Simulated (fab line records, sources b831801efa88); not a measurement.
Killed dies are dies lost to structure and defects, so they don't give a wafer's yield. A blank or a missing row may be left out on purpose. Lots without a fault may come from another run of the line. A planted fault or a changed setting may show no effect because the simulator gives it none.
fab line records | flow sky130
record lots=7 wafers=21 last_day=50
route steps=708 shown LI_CONTACT@365 PAD_OPEN@708
lots that met no fault: from a run of the same line without faults
start_h: hours from the record's first day to the start of the lot's first wafer shown | wait_h: hours since the lot's step before | " the same as in the row above | L1.1+2: a row that stands for several wafers | - no value, or no start given | * or withheld: withheld | < > ~ a bound
route shown NAME@n: a module of which the file shows steps, and the number in the route of the first | usual: mean/standard deviation of fault-free wafers | same: alike in all rows | chamber/n: place in a boat | sites: the reading at each site | _std_site: their standard deviation | _edge_site: outer sites' mean less inner sites' | radius_mm: how far each site lies from the wafer's centre | mask NAME#n: copy n | behind: the tool/chamber that last shaped the wafer | hold: why the lot was held/for how many hours/how that ended | device: the transistor (n, p or np) that didn't switch | end of line: the same wafers' tests at the end of the route | a step without rows: its recipe alone | killed: dies lost to structure and defects at the first sort, not the wafer's yield | map: a wafer's dies, x killed, . not, _ none there
set.NAME: the setting as run; set.NAME@STEP: as run at that earlier step | model.NAME: the simulator's own value behind a step, which no gauge read
lots at some steps of the route; a table a step, a row a wafer
services: from which hour (start_h, from the record's first day; less than 0 if before it) a tool's chamber was out of use, for how many hours, and why
## steps
# step SKY_LI_CONTACT_BOW_MEAS_03
# recipe mode=bow
# usual LI_CONTACT_BOW=55/6.9
# columns lot.wafer tool chamber start_h wait_h LI_CONTACT_BOW[um]
L553.1 film_metro-04 - 667.56 0.2 66
L553.4 " - " " 55
L553.5 " - " " 65
L557.1 film_metro-04 - 692.85 0.2 52
L557.4 " - " " 52
L557.5 " - " " 62
L558.3 film_metro-04 - 703.34 0.2 58
L558.5 " - " " 59
L558.6 " - " " 61
L559.1 film_metro-03 - 714.66 0.1 53
L559.2 " - " " 47
L559.5 " - " " 58
L565.1 film_metro-01 - 762.30 0.2 64
L565.5 " - " " 56
L565.6 " - " " 65
L568.3 film_metro-04 - 780.26 0.2 55
L568.4 " - " " 57
L568.5 " - " " 51
L574.1 film_metro-03 - 840.70 0.1 43
L574.2 " - " " 54
L574.3 " - " " 56
# step SKY_LI_CONTACT_DEHYDRATE_04
# recipe temp_c=200 time_s=60
# step SKY_LI_CONTACT_HMDS_05
# recipe prime_time_s=60 prime_temp_c=120
# step SKY_LI_CONTACT_COAT_06
# recipe resist=BARC temp_c=withheld time_s=withheld spin_rpm=3000 resist_thk_nm=60
# step SKY_LI_CONTACT_COAT_07
# recipe resist=KrF-thick spin_rpm=3000 resist_thk_nm=450
# step SKY_LI_CONTACT_SOFTBAKE_08
# recipe temp_c=100 time_s=90 resist=KrF-thick
# step SKY_LI_CONTACT_EXPOSE_09
# recipe mask_id=LICM1 na=0.8 source_shape=annular sigma_inner=0.55 sigma_outer=0.85 target_cd_nm=170 dose_mj=38
# step SKY_LI_CONTACT_PEB_10
# recipe peb_temp_c=withheld peb_time_s=withheld resist=KrF-thick
# step SKY_LI_CONTACT_DEVELOP_11
# recipe develop_time_s=60 resist=KrF-thick dev_temp_c=21
# step SKY_LI_CONTACT_CD_MEAS_12
# recipe target_cd_nm=170
# usual cd_nm=169.6/1.6
# columns lot.wafer tool chamber start_h wait_h cd_nm
L553.1 cd_sem-02 - 695.17 - 170.1
L553.4 " - " " 172.1
L553.5 " - " " 172.4
L557.1 cd_sem-01 - 719.82 - 170.6
L557.4 " - " " 168.3
L557.5 " - " " 171.4
L558.3 cd_sem-01 - 731.01 - 168.8
L558.5 " - " " 171.5
L558.6 " - " " 169.6
L559.1 cd_sem-02 - 742.32 - 169.1
L559.2 " - " " 170.8
L559.5 " - " " 171.0
L565.1 cd_sem-01 - 789.02 - 169.1
L565.5 " - " " 172.1
L565.6 " - " " 170.3
L568.3 cd_sem-01 - 806.86 - 168.5
L568.4 " - " " 168.4
L568.5 " - " " 167.7
L574.1 cd_sem-01 - 866.87 - 168.4
L574.2 " - " " 169.4
L574.3 " - " " 169.4
# step SKY_LI_CONTACT_OVL_MEAS_13
# usual LI_CONTACT_OVL=0/5.8
# columns lot.wafer tool chamber start_h wait_h LI_CONTACT_OVL[nm]
L553.1 overlay-01 - 695.29 0.1 -5
L553.4 " - " " -5
L553.5 " - " " -2
L557.1 overlay-01 - 719.94 0.1 -4
L557.4 " - " " -9
L557.5 " - " " -5
L558.3 overlay-01 - 731.11 0.1 1
L558.5 " - " " -1
L558.6 " - " " -5
L559.1 overlay-02 - 742.44 0.1 0
L559.2 " - " " 11
L559.5 " - " " 2
L565.1 overlay-02 - 789.14 0.1 13
L565.5 " - " " 8
L565.6 " - " " -2
L568.3 overlay-02 - 806.96 0.1 1
L568.4 " - " " -3
L568.5 " - " " -1
L574.1 overlay-02 - 866.99 0.1 2
L574.2 " - " " 1
L574.3 " - " " -1
# step SKY_LI_CONTACT_ETCH_14
# recipe chemistry=N2/H2 target=BARC ion_energy_ev=200 source_w=500 bias_w=100 pressure_mtorr=30 n2_flow_sccm=100 h2_flow_sccm=200 stop_on=SiO2 time_s=45.9 target_depth_a=600
# usual bias_w=99.99/0.29 chamber_pressure_mTorr=30.003/0.026 drypump_motor_current_A=5.4/0.4 oes_product_au=0.854/0.0042 throttle_valve_pct=13.225/0.0089
# columns lot.wafer tool chamber start_h wait_h bias_w chamber_pressure_mTorr drypump_motor_current_A oes_product_au rf_hours_counter_h throttle_valve_pct
L553.1 rie_diel-04 0 695.33 0.0 99.87 29.978 5.3 0.859 5 13.225
L553.4 " 3 " " 99.49 30.005 4.8 0.858 4 13.222
L553.5 " 0 " " 99.59 29.967 5.2 0.856 - 13.223
L557.1 rie_diel-04 3 719.98 0.0 99.61 30.015 4.7 0.853 4 13.230
L557.4 " 1 " " 100.69 29.984 5.3 0.857 8 13.236
L557.5 " 3 " " 99.56 30.048 4.7 0.858 - 13.233
L558.3 rie_diel-02 1 731.13 0.0 99.88 30.049 6.3 0.860 5 13.202
L558.5 " 2 " " 99.66 30.012 5.3 0.862 - 13.213
L558.6 " 1 " " 99.63 29.999 6.3 0.853 - 13.241
L559.1 rie_diel-03 3 742.48 0.0 99.95 30.032 5.9 0.859 33 13.223
L559.2 " 1 " " 99.74 29.955 5.5 0.850 1 13.223
L559.5 " 3 " " 100.07 30.004 5.9 0.851 - 13.216
L565.1 rie_diel-03 1 789.18 0.0 99.67 30.001 5.4 0.854 2 13.224
L565.5 " 3 " " 100.05 29.981 5.9 0.859 - 13.218
L565.6 " 2 " " 99.91 29.985 5.4 0.850 - 13.222
L568.3 rie_diel-04 1 806.98 0.0 100.30 30.044 5.3 0.855 10 13.224
L568.4 " 1 " " 100.39 29.996 5.3 0.853 - 13.228
L568.5 " 3 " " 100.10 29.938 4.7 0.852 - 13.232
L574.1 rie_diel-03 3 867.03 0.0 100.52 30.012 5.9 0.863 0 13.226
L574.2 " 0 " " 100.16 30.027 5.8 0.849 22 13.210
L574.3 " 1 " " 99.70 30.003 5.4 0.854 4 13.217
# step SKY_LI_CONTACT_ETCH_15
# recipe target=PSG chemistry=C4F8/O2/Ar stop_on=Si taper_deg=4.15 mask_material=KrF-thick source_w=1500 bias_w=1200 pressure_mtorr=40 c4f8_flow_sccm=withheld O2_flow_sccm=6 Ar_flow_sccm=300 time_s=withheld target_depth_a=6000
# usual bias_w=1200/3.3 chamber_pressure_mTorr=40.00/0.034 oes_product_au=0.837/0.0048
# columns lot.wafer tool chamber start_h wait_h bias_w chamber_pressure_mTorr oes_product_au model.KrF-thick_of_LI_CONTACT_COAT_07.thk_nm
L553.1 rie_diel-04 0 695.37 0.0 1200 39.98 0.842 230.8
L553.4 " 3 " " 1200 40.00 0.834 226.3
L553.5 " 0 " " 1196 40.02 0.838 229.5
L557.1 rie_diel-04 3 720.02 0.0 - - - 392.6
L557.4 " 1 " " - - - 391.7
L557.5 " 3 " " - - - 392.4
L558.3 rie_diel-02 1 731.17 0.0 - - - 391.4
L558.5 " 2 " " - - - 390.2
L558.6 " 1 " " - - - 392
L559.1 rie_diel-03 3 742.52 0.0 - - - 393.3
L559.2 " 1 " " - - - 394.2
L559.5 " 3 " " - - - 393.3
L565.1 rie_diel-03 1 789.22 0.0 1201 40.03 0.838 233.8
L565.5 " 3 " " 1202 40.02 0.838 233.7
L565.6 " 2 " " 1201 39.99 0.839 236.2
L568.3 rie_diel-04 1 807.02 0.0 1201 40.07 0.837 229
L568.4 " 1 " " 1203 39.99 0.839 229.2
L568.5 " 3 " " 1201 40.00 0.833 226.8
L574.1 rie_diel-03 3 867.07 0.0 1200 39.95 0.832 237.2
L574.2 " 0 " " 1200 40.01 0.834 236.5
L574.3 " 1 " " 1204 39.99 0.832 232.1
# step SKY_LI_CONTACT_STRIP_16
# recipe chemistry=O2/N2 power_w=1400 pressure_mtorr=1500 platen_temp_c=withheld o2_flow_sccm=3000 n2_flow_sccm=300 overash_fraction=0.5
# usual drypump_motor_current_A=5.9/0.48 oes_product_au=0.375/0.0051 strip_time_to_endpoint_s=3.49/0.043
# same overash_fraction=0.5
# columns lot.wafer tool chamber start_h wait_h drypump_motor_current_A oes_product_au rf_hours_counter_h strip_time_to_endpoint_s
L553.1 plasma_asher-02 1 695.46 - 6.1 0.374 86 3.48
L553.4 " 0 " " 5.0 0.376 - 3.46
L553.5 " 1 " " 6.1 0.377 - 3.48
L557.1 plasma_asher-04 1 720.11 - 5.8 0.447 102 5.20
L557.4 " 0 " " 6.6 0.448 - 5.18
L557.5 " 0 " " 6.6 0.447 - 5.19
L558.3 plasma_asher-03 0 731.29 - 6.0 0.440 - 5.17
L558.5 " 0 " " 5.9 0.452 - 5.16
L558.6 " 1 " " 6.2 0.449 - 5.20
L559.1 plasma_asher-02 0 742.61 - 5.0 0.447 91 5.21
L559.2 " 1 " " 6.0 0.449 91 5.22
L559.5 " 0 " " 5.0 0.450 - 5.21
L565.1 plasma_asher-02 1 789.31 - 6.1 0.372 96 3.52
L565.5 " 1 " " 6.1 0.374 - 3.53
L565.6 " 0 " " 5.0 0.376 - 3.53
L568.3 plasma_asher-03 1 807.14 - 6.2 0.380 - 3.47
L568.4 " 0 " " 5.9 0.367 - 3.49
L568.5 " 0 " " 5.9 0.369 - 3.42
L574.1 plasma_asher-03 0 867.16 - 6.0 0.376 44 3.55
L574.2 " 1 " " 6.2 0.378 44 3.54
L574.3 " 0 " " 5.9 0.377 - 3.50
# step SKY_LI_CONTACT_CLEAN_17
# recipe chemistry=NMP time_s=600 temp_c=60 dry=n2_spin
# step SKY_PAD_OPEN_PROBE_99
# usual killed_at_M0_to_M3=44/7.4 killed_at_M4_up=3.0/1.8 killed_at_contacts=24/5.1 killed_at_front_end=15/4.3 killed_at_other=0.3/0.54 killed_dies=86/9.9 killed_on_rim=17/3.9 killed_open=47/7.1 killed_short=38/6.7
# same gross_dies=492 killed_at_back_side=0
# columns lot.wafer tool chamber start_h wait_h killed_at_M0_to_M3 killed_at_M4_up killed_at_contacts killed_at_front_end killed_at_other killed_dies killed_on_rim killed_open killed_short
L557.1 prober-02 - 1113.49 0.1 41 2 427 22 0 492 96 51 35
L557.4 prober-02 - 1113.64 0.2 39 1 431 21 0 492 96 49 38
L557.5 prober-02 - 1113.69 0.2 45 5 424 18 0 492 96 52 40
L558.3 prober-01 - 1118.70 0.2 44 0 440 8 0 492 96 47 27
L558.5 prober-01 - 1118.80 0.2 39 2 434 15 2 492 96 44 37
L558.6 prober-01 - 1118.85 0.2 42 2 439 8 1 492 96 46 30
L559.1 prober-02 - 1128.08 0.1 35 3 443 11 0 492 96 42 27
L559.2 prober-02 - 1128.13 0.1 46 3 418 23 2 492 96 55 42
L559.5 prober-02 - 1128.28 0.2 30 2 441 18 1 492 96 43 32
L565.1 prober-01 - 1161.07 0.1 39 3 25 11 0 78 18 39 39
L565.5 prober-01 - 1161.27 0.2 52 6 27 16 0 101 25 46 55
L565.6 prober-01 - 1161.32 0.2 45 6 22 15 0 88 17 45 43
# killed by level:class
L557.1 LI_CONTACT:area_etch=406 VIA1:geometric_particle:open=11 FIELD_ISO:geometric_particle:open=10 CONTACT:geometric_particle:open=8 METAL2:geometric_particle:short=6 FIELD_ISO:geometric_particle:short=5 VIA2:geometric_particle:open=5 VIA3:geometric_particle:open=5
L557.4 LI_CONTACT:area_etch=405 VIA1:geometric_particle:open=12 LI_CONTACT:geometric_particle:open=10 CONTACT:geometric_particle:open=7 FIELD_ISO:geometric_particle:open=6 LOCAL_INTERCONNECT:geometric_particle:short=5 METAL1:geometric_particle:short=5 METAL2:geometric_particle:short=5
L557.5 LI_CONTACT:area_etch=400 VIA1:geometric_particle:open=10 VIA3:geometric_particle:open=9 LI_CONTACT:geometric_particle:open=8 CONTACT:geometric_particle:open=8 POLY_GATE:geometric_particle:short=6 METAL2:geometric_particle:short=6 LOCAL_INTERCONNECT:geometric_particle:short=6
L558.3 LI_CONTACT:area_etch=418 VIA3:geometric_particle:open=10 VIA1:geometric_particle:open=9 CONTACT:geometric_particle:open=8 CONTACT:geometric_particle:short=7 VIA1:geometric_particle:short=5 VIA2:geometric_particle:open=5 LI_CONTACT:geometric_particle:open=4
L558.5 LI_CONTACT:area_etch=411 CONTACT:geometric_particle:open=10 LI_CONTACT:geometric_particle:open=10 METAL1:geometric_particle:short=8 VIA1:geometric_particle:open=7 METAL2:geometric_particle:short=6 POLY_GATE:geometric_particle:open=4 VIA2:geometric_particle:short=4
L558.6 LI_CONTACT:area_etch=416 VIA1:geometric_particle:open=10 CONTACT:geometric_particle:open=9 LI_CONTACT:geometric_particle:open=8 VIA2:geometric_particle:open=8 VIA1:geometric_particle:short=5 VIA3:geometric_particle:open=5 VIA3:geometric_particle:short=4
L559.1 LI_CONTACT:area_etch=423 VIA1:geometric_particle:open=10 VIA3:geometric_particle:open=7 CONTACT:geometric_particle:open=6 LI_CONTACT:geometric_particle:open=5 VIA2:geometric_particle:open=4 CONTACT:geometric_particle:short=4 POLY_GATE:geometric_particle:short=3
L559.2 LI_CONTACT:area_etch=395 VIA1:geometric_particle:open=15 CONTACT:geometric_particle:open=14 FIELD_ISO:geometric_particle:open=10 METAL2:geometric_particle:short=6 FIELD_ISO:geometric_particle:short=5 VIA3:geometric_particle:open=5 VIA3:geometric_particle:short=5
L559.5 LI_CONTACT:area_etch=417 CONTACT:geometric_particle:open=8 LI_CONTACT:geometric_particle:open=6 VIA2:geometric_particle:open=6 VIA3:geometric_particle:open=6 VIA1:geometric_particle:open=5 FIELD_ISO:geometric_particle:short=4 CONTACT:geometric_particle:short=4
L565.1 VIA1:geometric_particle:open=11 CONTACT:geometric_particle:open=9 LI_CONTACT:geometric_particle:open=8 FIELD_ISO:geometric_particle:short=7 VIA3:geometric_particle:short=7 VIA1:geometric_particle:short=5 CONTACT:geometric_particle:short=4 METAL2:geometric_particle:short=4
L565.5 VIA1:geometric_particle:open=11 LOCAL_INTERCONNECT:geometric_particle:short=9 CONTACT:geometric_particle:open=8 VIA1:geometric_particle:short=8 METAL2:geometric_particle:short=8 VIA2:geometric_particle:open=8 FIELD_ISO:geometric_particle:short=6 LI_CONTACT:geometric_particle:open=6
L565.6 VIA1:geometric_particle:open=16 POLY_GATE:geometric_particle:short=7 METAL2:geometric_particle:short=6 VIA1:geometric_particle:short=6 VIA2:geometric_particle:open=5 CONTACT:geometric_particle:open=5 CONTACT:geometric_particle:short=5 METAL1:geometric_particle:short=5
# map L557.1 (x killed, . not)
__________xxxxxxxxxx_________
________xxxxxxxxxxxxxx_______
______xxxxxxxxxxxxxxxxxx_____
_____xxxxxxxxxxxxxxxxxxxx____
____xxxxxxxxxxxxxxxxxxxxxx___
___xxxxxxxxxxxxxxxxxxxxxxxx__
__xxxxxxxxxxxxxxxxxxxxxxxxxx_
_xxxxxxxxxxxxxxxxxxxxxxxxxxxx
_xxxxxxxxxxxxxxxxxxxxxxxxxxxx
_xxxxxxxxxxxxxxxxxxxxxxxxxxxx
_xxxxxxxxxxxxxxxxxxxxxxxxxxxx
_xxxxxxxxxxxxxxxxxxxxxxxxxxxx
_xxxxxxxxxxxxxxxxxxxxxxxxxxxx
_xxxxxxxxxxxxxxxxxxxxxxxxxxxx
_xxxxxxxxxxxxxxxxxxxxxxxxxxxx
__xxxxxxxxxxxxxxxxxxxxxxxxxx_
___xxxxxxxxxxxxxxxxxxxxxxxx__
____xxxxxxxxxxxxxxxxxxxxxx___
_____xxxxxxxxxxxxxxxxxxxx____
______xxxxxxxxxxxxxxxxxx_____
________xxxxxxxxxxxxxx_______
__________xxxxxxxxxx_________
# map L558.3 (x killed, . not)
__________xxxxxxxxxx_________
________xxxxxxxxxxxxxx_______
______xxxxxxxxxxxxxxxxxx_____
_____xxxxxxxxxxxxxxxxxxxx____
____xxxxxxxxxxxxxxxxxxxxxx___
___xxxxxxxxxxxxxxxxxxxxxxxx__
__xxxxxxxxxxxxxxxxxxxxxxxxxx_
_xxxxxxxxxxxxxxxxxxxxxxxxxxxx
_xxxxxxxxxxxxxxxxxxxxxxxxxxxx
_xxxxxxxxxxxxxxxxxxxxxxxxxxxx
_xxxxxxxxxxxxxxxxxxxxxxxxxxxx
_xxxxxxxxxxxxxxxxxxxxxxxxxxxx
_xxxxxxxxxxxxxxxxxxxxxxxxxxxx
_xxxxxxxxxxxxxxxxxxxxxxxxxxxx
_xxxxxxxxxxxxxxxxxxxxxxxxxxxx
__xxxxxxxxxxxxxxxxxxxxxxxxxx_
___xxxxxxxxxxxxxxxxxxxxxxxx__
____xxxxxxxxxxxxxxxxxxxxxx___
_____xxxxxxxxxxxxxxxxxxxx____
______xxxxxxxxxxxxxxxxxx_____
________xxxxxxxxxxxxxx_______
__________xxxxxxxxxx_________
## services
# columns tool chamber start_h hours kind
rie_diel-04 - 674.73 0.5 repair
rie_diel-02 - 675.09 2.8 pm
rie_diel-03 1 683.23 - clean
rie_diel-03 1 683.23 30.2 scheduled_down
rie_diel-03 1 683.23 30.2 vent_cycle
plasma_asher-02 - 702.07 2.5 repair
rie_diel-04 - 709.61 2.8 pm
rie_diel-02 2 713.09 2.4 repair
rie_diel-03 0 731.44 5.1 repair
plasma_asher-04 - 733.75 9.0 pm
rie_diel-02 0 738.47 4.5 repair
plasma_asher-02 - 743.28 0.5 repair
rie_diel-04 2 743.86 - clean
rie_diel-04 2 743.86 23.4 scheduled_down
rie_diel-02 1 748.72 9.3 repair
rie_diel-02 - 752.89 1.2 repair
rie_diel-04 2 773.00 38.9 repair
rie_diel-04 0 788.57 5.8 repair
rie_diel-04 0 809.44 9.0 repair
rie_diel-02 1 816.48 4.5 repair
rie_diel-04 1 818.68 4.9 repair
plasma_asher-04 - 831.18 0.7 repair
rie_diel-03 - 842.47 14.6 pm
plasma_asher-04 - 843.39 2.7 repair
## key
first_sign step=SKY_LI_CONTACT_ETCH_15 reading=tool_record direction=missing
effect step=SKY_LI_CONTACT_STRIP_16 reading=strip_time_to_endpoint_s direction=up sigmas=39 usual=* struck=*
effect step=SKY_PAD_OPEN_PROBE_99 reading=killed_at_contacts direction=up sigmas=80 usual=24 struck=433
model_effect step=SKY_LI_CONTACT_ETCH_15 value=KrF-thick_of_LI_CONTACT_COAT_07.thk_nm without=229.5 struck=392.4
more_kills_born_at SKY_LI_CONTACT_ETCH_15@rie_diel-02=1245 SKY_LI_CONTACT_ETCH_15@rie_diel-03=1235 SKY_LI_CONTACT_ETCH_15@rie_diel-04=1211
met_at SKY_LI_CONTACT_ETCH_15
struck_wafers L557.1,L557.4,L557.5,L558.3,L558.5,L558.6,L559.1,L559.2,L559.5
later_rows_left_out L557.1,L557.4,L557.5,L558.3,L558.5,L558.6,L559.1,L559.2,L559.5
tester_left_out L557,L558,L559
onset_between 695.37 720.02
fault kind=skipped_step_whole tool=rie_diel-02,rie_diel-03,rie_diel-04 chamber=- onset_h=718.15 steps=SKY_LI_CONTACT_ETCH_15 scope=struck_lots_only
# tester_left_out: of these lots the tester's yield and bins aren't shown, on N5 and GAA mostly nor the transistor test; their killed dies are dies lost to structure and defects alone, not to doping, threshold or leakage, so they don't give the yield
# later_rows_left_out: the simulator's readings of these wafers behind a module that went badly wrong aren't trusted and aren't shown, but for the sort
